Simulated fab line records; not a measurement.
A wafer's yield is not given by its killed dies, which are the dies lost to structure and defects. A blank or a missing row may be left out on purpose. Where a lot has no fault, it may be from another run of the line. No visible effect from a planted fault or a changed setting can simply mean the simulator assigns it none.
What tool caused it?	flow sky130	21 wafers from 7 lots sampled at 2 of the route's 708 steps

== WHAT THE GAUGES SHOWED, per wafer ==
SKY_VT_ADJUST_PCH_OVL_MEAS_07.
lot	measured	on	VT_ADJUST_PCH_OVL (nm)
L208	day 10 11:40	overlay-01	-0.2 -0.4 -0.6
L212	day 11 20:37	overlay-01	1.4 3.4 1.5
L214	day 12 07:17	overlay-02	-0.5 -2.1 -0.7
L220	day 14 05:50	overlay-02	- - -
L222	day 15 00:11	overlay-01	- - -
L226	day 16 21:29	overlay-01	1.6 -0.7 0.2
L227	day 17 11:04	overlay-01	0.9 2.9 -0.3

== WHAT TOOL EACH LOT RAN ON (gives the tool, then ch and the chambers of the sampled wafers, and finally the start) ==
lot	SKY_VT_ADJUST_PCH_COAT_02
L208	lithoTrack-03 ch 0, day 10 00:56
L212	lithoTrack-01 ch 0, day 11 07:31
L214	lithoTrack-02 ch 0, day 11 18:40
L220	lithoTrack-01, day 13 15:58
L222	lithoTrack-01, day 14 11:01
L226	lithoTrack-02 ch 0, day 16 06:37
L227	lithoTrack-01 ch 0, day 16 20:46
- SKY_VT_ADJUST_PCH_COAT_02: resist thk 3000 nm.

== THE ANSWER, worked out from the rows above alone ==
Rule: the usual values come from the lots themselves. Put in order of their means at a reading, lots are off if they are a third of the lots or fewer, leave a main group of 4 or more, and stand apart from it by a gap of 3 or more times the standard deviation of the main group's means; of several such gaps the widest counts. A main group whose means are all the same, to the digits that the tables above print for the reading, isn't used. A lot without any number at a reading at which 4 lots or more have one is off too. The other lots that the step has rows for count as sound.
Off: L220, L222, seen at SKY_VT_ADJUST_PCH_OVL_MEAS_07 (VT_ADJUST_PCH_OVL). Without a number there: L220, L222. For the main group the mean is 0.4 nm and the standard deviation 1.1.
A tool fits if, at a process step before that reading, it ran every lot that is off, and no sound lot after the first of them. Those tools and the gauges at SKY_VT_ADJUST_PCH_OVL_MEAS_07 are tried in the same way. Not one of the candidates tried fits.

== WHAT THE SIMULATOR PUT IN ==
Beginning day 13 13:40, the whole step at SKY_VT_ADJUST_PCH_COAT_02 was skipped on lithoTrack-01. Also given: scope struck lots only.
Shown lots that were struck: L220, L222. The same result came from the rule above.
